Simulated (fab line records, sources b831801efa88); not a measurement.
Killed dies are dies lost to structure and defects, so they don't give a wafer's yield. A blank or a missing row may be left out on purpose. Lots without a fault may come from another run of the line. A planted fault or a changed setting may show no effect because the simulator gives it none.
fab line records | flow sky130
record lots=5 wafers=15 last_day=50
route steps=708 shown FIELD_ISO@3 PAD_OPEN@708
lots that met no fault: from a run of the same line without faults
start_h: hours from the record's first day to the start of the lot's first wafer shown | wait_h: hours since the lot's step before | " the same as in the row above | L1.1+2: a row that stands for several wafers | - no value, or no start given | * or withheld: withheld | < > ~ a bound
route shown NAME@n: a module of which the file shows steps, and the number in the route of the first | usual: mean/standard deviation of fault-free wafers | same: alike in all rows | chamber/n: place in a boat | sites: the reading at each site | _std_site: their standard deviation | _edge_site: outer sites' mean less inner sites' | radius_mm: how far each site lies from the wafer's centre | mask NAME#n: copy n | behind: the tool/chamber that last shaped the wafer | hold: why the lot was held/for how many hours/how that ended | device: the transistor (n, p or np) that didn't switch | end of line: the same wafers' tests at the end of the route | a step without rows: its recipe alone | killed: dies lost to structure and defects at the first sort, not the wafer's yield | map: a wafer's dies, x killed, . not, _ none there
set.NAME: the setting as run; set.NAME@STEP: as run at that earlier step | model.NAME: the simulator's own value behind a step, which no gauge read
lots at some steps of the route; a table a step, a row a wafer
services: from which hour (start_h, from the record's first day; less than 0 if before it) a tool's chamber was out of use, for how many hours, and why
## steps
# step SKY_FIELD_ISO_THK_MEAS_02
# recipe reads=SiO2_of_FIELD_ISO_OXIDATION_01
# usual FIELD_ISO_OXIDATION_00_THK=12.03/0.26
# columns lot.wafer tool chamber start_h wait_h FIELD_ISO_OXIDATION_00_THK[nm]
L128.2 film_metro-01 - 36.64 0.0 11.77
L128.5 " - " " 11.60
L128.6 " - " " 11.66
L130.4 film_metro-01 - 49.42 0.0 11.63
L130.5 " - " " 11.84
L130.6 " - " " 11.88
L135.1 film_metro-01 - 71.80 0.0 12.01
L135.3 " - " " 12.20
L135.4 " - " " 12.03
L144.2 film_metro-02 - 119.00 0.0 12.22
L144.3 " - " " 12.29
L144.5 " - " " 12.23
L146.1 film_metro-01 - 129.95 0.0 12.29
L146.2 " - " " 12.04
L146.3 " - " " 12.03
# step SKY_FIELD_ISO_CVD_03
# recipe material=Si3N4 precursor=DCS/NH3 target_thk_nm=165 temp_c=770 time_s=2830 pressure_mtorr=250
# step SKY_FIELD_ISO_THK_MEAS_04
# recipe reads=Si3N4_of_FIELD_ISO_CVD_03
# usual FIELD_ISO_CVD_03_THK=164.6/1.5
# columns lot.wafer tool chamber start_h wait_h FIELD_ISO_CVD_03_THK[nm]
L128.2 film_metro-04 - 39.11 0.0 165.9
L128.5 " - " " 164.4
L128.6 " - " " 164.8
L130.4 film_metro-04 - 51.27 0.0 167.4
L130.5 " - " " 166.7
L130.6 " - " " 167.2
L135.1 film_metro-01 - 73.64 0.0 165.5
L135.3 " - " " 163.5
L135.4 " - " " 165.2
L144.2 film_metro-02 - 120.85 0.0 166.6
L144.3 " - " " 166.6
L144.5 " - " " 166.6
L146.1 film_metro-01 - 131.80 0.0 165.2
L146.2 " - " " 165.1
L146.3 " - " " 166.4
# step SKY_FIELD_ISO_DEHYDRATE_05
# recipe temp_c=200 time_s=60
# step SKY_FIELD_ISO_HMDS_06
# recipe prime_time_s=60 prime_temp_c=120
# step SKY_FIELD_ISO_COAT_07
# recipe resist=BARC temp_c=withheld time_s=withheld spin_rpm=3000 resist_thk_nm=60
# step SKY_FIELD_ISO_COAT_08
# recipe resist=KrF-thick spin_rpm=3000 resist_thk_nm=450
# step SKY_FIELD_ISO_SOFTBAKE_09
# recipe temp_c=100 time_s=90 resist=KrF-thick
# step SKY_FIELD_ISO_EXPOSE_10
# recipe mask_id=FOM na=0.68 source_shape=annular sigma_inner=0.4 sigma_outer=0.8 target_cd_nm=150 dose_mj=28
# step SKY_FIELD_ISO_PEB_11
# recipe peb_temp_c=withheld peb_time_s=withheld resist=KrF-thick
# step SKY_FIELD_ISO_DEVELOP_12
# recipe develop_time_s=60 resist=KrF-thick dev_temp_c=21
# step SKY_FIELD_ISO_CD_MEAS_13
# recipe target_cd_nm=150
# usual cd_nm=150.1/1.4
# columns lot.wafer tool chamber start_h wait_h cd_nm
L128.2 cd_sem-01 - 54.36 - 151.3
L128.5 " - " " 148.8
L128.6 " - " " 150.5
L130.4 cd_sem-01 - 66.74 - 150.4
L130.5 " - " " 150.5
L130.6 " - " " 152.1
L135.1 cd_sem-01 - 91.08 - 149.6
L135.3 " - " " 148.9
L135.4 " - " " 151.9
L144.2 cd_sem-02 - 139.50 - 151.5
L144.3 " - " " 150.1
L144.5 " - " " 151.8
L146.1 cd_sem-01 - 150.48 - 147.8
L146.2 " - " " 146.9
L146.3 " - " " 148.0
# step SKY_FIELD_ISO_ETCH_14
# recipe chemistry=N2/H2 target=BARC ion_energy_ev=200 source_w=500 bias_w=100 pressure_mtorr=30 n2_flow_sccm=100 h2_flow_sccm=200 stop_on=SiO2 time_s=45.9 target_depth_a=600
# usual drypump_motor_current_A=5.6/0.4 n2_flow_sccm=100.0/0.32 oes_product_au=0.855/0.0045 rf_fwd_power_W=494.7/2.2 throttle_valve_pct=13.225/0.0096
# columns lot.wafer tool chamber start_h wait_h drypump_motor_current_A n2_flow_sccm oes_product_au rf_fwd_power_W rf_hours_counter_h throttle_valve_pct model.KrF-thick_of_FIELD_ISO_COAT_08.thk_nm
L128.2 rie_diel-01 3 54.46 0.1 5.2 99.9 0.856 493.8 158 13.248 393.9
L128.5 " 0 " " 5.8 99.7 0.857 494.5 - 13.233 393.3
L128.6 " 3 " " 5.2 99.9 0.853 494.1 - 13.221 393.9
L130.4 rie_diel-02 1 66.80 0.0 5.8 99.7 0.862 492.6 31 13.226 391.3
L130.5 " 3 " " 5.3 99.8 0.853 492.1 - 13.222 391.1
L130.6 " 2 " " 5.6 99.9 0.843 495.1 - 13.219 391.4
L135.1 rie_diel-02 2 91.20 0.1 5.6 99.8 0.854 496.2 3 13.239 392.2
L135.3 " 1 " " 5.8 99.8 0.858 571.3 32 13.231 385.9
L135.4 " 3 " " 5.3 100.1 0.845 493.8 164 13.217 391.1
L144.2 rie_diel-04 2 139.60 0.1 6.4 100.3 0.856 498.7 26 13.219 391.4
L144.3 " 1 " " 6.0 100.0 0.854 495.9 78 13.221 390.9
L144.5 " 3 " " 6.0 100.1 0.861 494.8 - 13.230 392.2
L146.1 rie_diel-01 1 150.60 0.1 6.2 99.9 0.850 497.6 45 13.231 391.6
L146.2 " 2 " " 4.9 100.2 0.851 495.3 3 13.227 392.6
L146.3 " 3 " " 5.2 99.9 0.852 490.0 0 13.230 393
# step SKY_FIELD_ISO_ETCH_15
# recipe chemistry=CHF3/O2 target_depth_nm=180 stop_on=Si source_w=593.4 bias_w=200 pressure_mtorr=40 chf3_flow_sccm=50 O2_flow_sccm=5 time_s=72
# usual drypump_motor_current_A=5.6/0.4 oes_product_au=0.945/0.0065 rf_fwd_power_W=589.1/2 throttle_valve_pct=8.844/0.009
# columns lot.wafer tool chamber start_h wait_h drypump_motor_current_A oes_product_au rf_fwd_power_W rf_hours_counter_h throttle_valve_pct
L128.2 rie_diel-01 3 54.50 0.0 5.2 0.948 586.5 158 8.850
L128.5 " 0 " " 5.7 0.945 588.3 - 8.835
L128.6 " 3 " " 5.2 0.945 587.0 - 8.846
L130.4 rie_diel-02 1 66.85 0.0 5.8 0.951 586.6 31 8.853
L130.5 " 3 " " 5.3 0.946 590.3 - 8.824
L130.6 " 2 " " 5.6 0.952 591.0 - 8.854
L135.1 rie_diel-02 2 91.25 0.0 5.6 0.946 592.1 3 8.848
L135.3 " 1 " " 5.8 0.936 586.9 32 8.846
L135.4 " 3 " " 5.3 0.952 590.4 164 8.864
L144.2 rie_diel-04 2 139.65 0.0 6.4 0.959 589.6 26 8.830
L144.3 " 1 " " 6.0 0.942 587.6 78 8.834
L144.5 " 3 " " 6.0 0.950 591.7 - 8.828
L146.1 rie_diel-01 1 150.65 0.0 6.2 0.948 592.5 45 8.827
L146.2 " 2 " " 4.9 0.954 588.5 3 8.838
L146.3 " 3 " " 5.2 0.938 589.2 0 8.848
# step SKY_PAD_OPEN_PROBE_99
# usual killed_at_M0_to_M3=42/7 killed_at_M4_up=3.2/1.6 killed_at_contacts=24/5.8 killed_at_front_end=16/4.3 killed_dies=86/9.5 killed_open=46/6.4 killed_short=39/6.3
# same gross_dies=492 killed_at_back_side=0 killed_at_other=0
# columns lot.wafer tool chamber start_h wait_h killed_at_M0_to_M3 killed_at_M4_up killed_at_contacts killed_at_front_end killed_dies killed_open killed_short
L128.2 prober-02 - 1116.57 0.1 49 2 26 14 91 47 44
L128.5 prober-02 - 1116.72 0.2 47 3 31 10 91 46 45
L128.6 prober-02 - 1116.77 0.2 41 3 20 13 77 36 41
L130.4 prober-01 - 1121.85 0.2 30 5 26 17 78 41 37
L130.5 prober-01 - 1121.90 0.2 38 1 23 11 73 38 35
L130.6 prober-01 - 1121.95 0.2 41 4 22 21 88 42 46
L135.1 prober-02 - 1147.97 0.1 40 4 30 20 94 51 43
L135.3 prober-02 - 1148.07 0.2 49 1 27 16 93 53 39
L135.4 prober-02 - 1148.12 0.2 30 7 23 18 78 45 33
L144.2 prober-01 - 1194.02 0.1 33 1 31 18 83 47 36
L144.3 prober-01 - 1194.07 0.2 51 4 18 25 98 49 49
L144.5 prober-01 - 1194.17 0.2 46 2 31 19 98 50 48
L146.1 prober-01 - 1200.81 0.1 50 3 19 16 88 47 41
L146.2 prober-01 - 1200.86 0.1 46 6 17 22 91 44 47
L146.3 prober-01 - 1200.91 0.2 44 5 25 10 84 43 41
# killed by level:class
L128.2 VIA3:geometric_particle:open=13 LI_CONTACT:geometric_particle:open=7 CONTACT:geometric_particle:open=7 POLY_GATE:geometric_particle:short=6 LOCAL_INTERCONNECT:geometric_particle:short=6 METAL1:geometric_particle:short=6 VIA1:geometric_particle:short=6 VIA1:geometric_particle:open=6
L128.5 LI_CONTACT:geometric_particle:open=9 VIA3:geometric_particle:open=9 VIA1:geometric_particle:open=9 LOCAL_INTERCONNECT:geometric_particle:short=7 CONTACT:geometric_particle:open=7 METAL1:geometric_particle:short=6 METAL2:geometric_particle:short=6 LI_CONTACT:geometric_particle:short=4
L128.6 METAL1:geometric_particle:short=9 VIA1:geometric_particle:open=8 CONTACT:geometric_particle:open=8 METAL2:geometric_particle:short=6 FIELD_ISO:geometric_particle:short=5 LI_CONTACT:geometric_particle:open=5 METAL3:geometric_particle:short=5 FIELD_ISO:geometric_particle:open=4
L130.4 VIA2:geometric_particle:open=9 LI_CONTACT:geometric_particle:open=7 CONTACT:geometric_particle:open=6 POLY_GATE:geometric_particle:short=5 LOCAL_INTERCONNECT:geometric_particle:short=5 FIELD_ISO:geometric_particle:open=4 POLY_GATE:geometric_particle:open=4 CONTACT:geometric_particle:short=4
L130.5 VIA3:geometric_particle:open=9 CONTACT:geometric_particle:open=7 FIELD_ISO:geometric_particle:short=6 LOCAL_INTERCONNECT:geometric_particle:short=5 CONTACT:geometric_particle:short=5 VIA2:geometric_particle:open=5 VIA1:geometric_particle:open=5 LI_CONTACT:geometric_particle:open=4
L130.6 LI_CONTACT:geometric_particle:open=10 FIELD_ISO:geometric_particle:short=8 METAL1:geometric_particle:short=7 VIA2:geometric_particle:open=6 METAL2:geometric_particle:short=5 VIA1:geometric_particle:open=5 VIA3:geometric_particle:open=5 POLY_GATE:geometric_particle:short=4
L135.1 VIA1:geometric_particle:open=13 CONTACT:geometric_particle:open=11 LI_CONTACT:geometric_particle:open=8 POLY_GATE:geometric_particle:short=7 VIA2:geometric_particle:open=7 VIA1:geometric_particle:short=6 LOCAL_INTERCONNECT:geometric_particle:short=5 CONTACT:geometric_particle:short=5
L135.3 VIA1:geometric_particle:open=12 CONTACT:geometric_particle:short=11 VIA3:geometric_particle:open=11 VIA2:geometric_particle:open=7 CONTACT:geometric_particle:open=7 METAL1:geometric_particle:short=5 VIA1:geometric_particle:short=5 FIELD_ISO:geometric_particle:open=4
L135.4 CONTACT:geometric_particle:open=10 LI_CONTACT:geometric_particle:open=7 VIA1:geometric_particle:open=6 VIA2:geometric_particle:open=6 POLY_GATE:geometric_particle:open=5 METAL1:geometric_particle:short=5 VIA1:geometric_particle:short=4 METAL4:geometric_particle:short=4
L144.2 CONTACT:geometric_particle:open=13 LI_CONTACT:geometric_particle:open=7 VIA1:geometric_particle:open=6 VIA2:geometric_particle:open=6 FIELD_ISO:geometric_particle:short=5 POLY_GATE:geometric_particle:short=5 LOCAL_INTERCONNECT:geometric_particle:short=5 CONTACT:geometric_particle:short=5
L144.3 POLY_GATE:geometric_particle:short=10 VIA2:geometric_particle:open=10 VIA3:geometric_particle:open=9 CONTACT:geometric_particle:open=9 METAL1:geometric_particle:short=8 VIA1:geometric_particle:open=7 FIELD_ISO:geometric_particle:open=5 METAL2:geometric_particle:short=5
L144.5 VIA2:geometric_particle:open=10 LOCAL_INTERCONNECT:geometric_particle:short=8 CONTACT:geometric_particle:open=8 LI_CONTACT:geometric_particle:open=7 VIA3:geometric_particle:open=7 CONTACT:geometric_particle:short=6 METAL1:geometric_particle:short=6 METAL2:geometric_particle:short=6
L146.1 VIA2:geometric_particle:open=8 VIA1:geometric_particle:open=8 METAL2:geometric_particle:short=6 VIA1:geometric_particle:short=6 METAL1:geometric_particle:short=5 LI_CONTACT:geometric_particle:open=5 CONTACT:geometric_particle:open=5 CONTACT:geometric_particle:short=5
L146.2 METAL2:geometric_particle:short=13 VIA3:geometric_particle:open=8 CONTACT:geometric_particle:open=6 FIELD_ISO:geometric_particle:short=5 VIA1:geometric_particle:open=5 POLY_GATE:geometric_particle:short=5 LI_CONTACT:geometric_particle:open=5 FIELD_ISO:geometric_particle:open=4
L146.3 VIA1:geometric_particle:open=13 CONTACT:geometric_particle:open=11 CONTACT:geometric_particle:short=6 VIA3:geometric_particle:open=6 METAL1:geometric_particle:short=5 VIA1:geometric_particle:short=5 METAL4:geometric_particle:short=5 LOCAL_INTERCONNECT:geometric_particle:short=4
## services
# columns tool chamber start_h hours kind
rie_diel-01 3 33.68 1.8 repair
rie_diel-02 3 92.06 - clean
rie_diel-02 3 92.06 15.0 scheduled_down
rie_diel-02 3 92.06 15.0 vent_cycle
rie_diel-01 0 110.05 7.0 repair
rie_diel-02 3 113.46 7.2 repair
rie_diel-01 3 127.07 - clean
rie_diel-01 3 127.07 17.4 scheduled_down
rie_diel-01 3 127.07 17.4 vent_cycle
rie_diel-04 0 130.47 16.7 repair
rie_diel-02 0 148.40 13.5 repair
rie_diel-02 3 150.20 5.3 repair
## key
first_sign step=SKY_FIELD_ISO_ETCH_14 reading=rf_fwd_power_W direction=up sigmas=35 usual=494.7 struck=571.3
effect none on later readings
model_effect step=SKY_FIELD_ISO_ETCH_14 value=KrF-thick_of_FIELD_ISO_COAT_08.thk_nm without=392 struck=385.9
met_at SKY_FIELD_ISO_ETCH_14
struck_wafers L135.3
tester_left_out L135
onset_between 66.80 91.20
fault kind=process_parameter_drift tool=rie_diel-02 chamber=1 onset_h=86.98 steps=SKY_FIELD_ISO_ETCH_14 channel=source_w offset=80 shape=step end_h=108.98 acts_in=these_recipes_only stated=500
# tester_left_out: of these lots the tester's yield and bins aren't shown, on N5 and GAA mostly nor the transistor test; their killed dies are dies lost to structure and defects alone, not to doping, threshold or leakage, so they don't give the yield
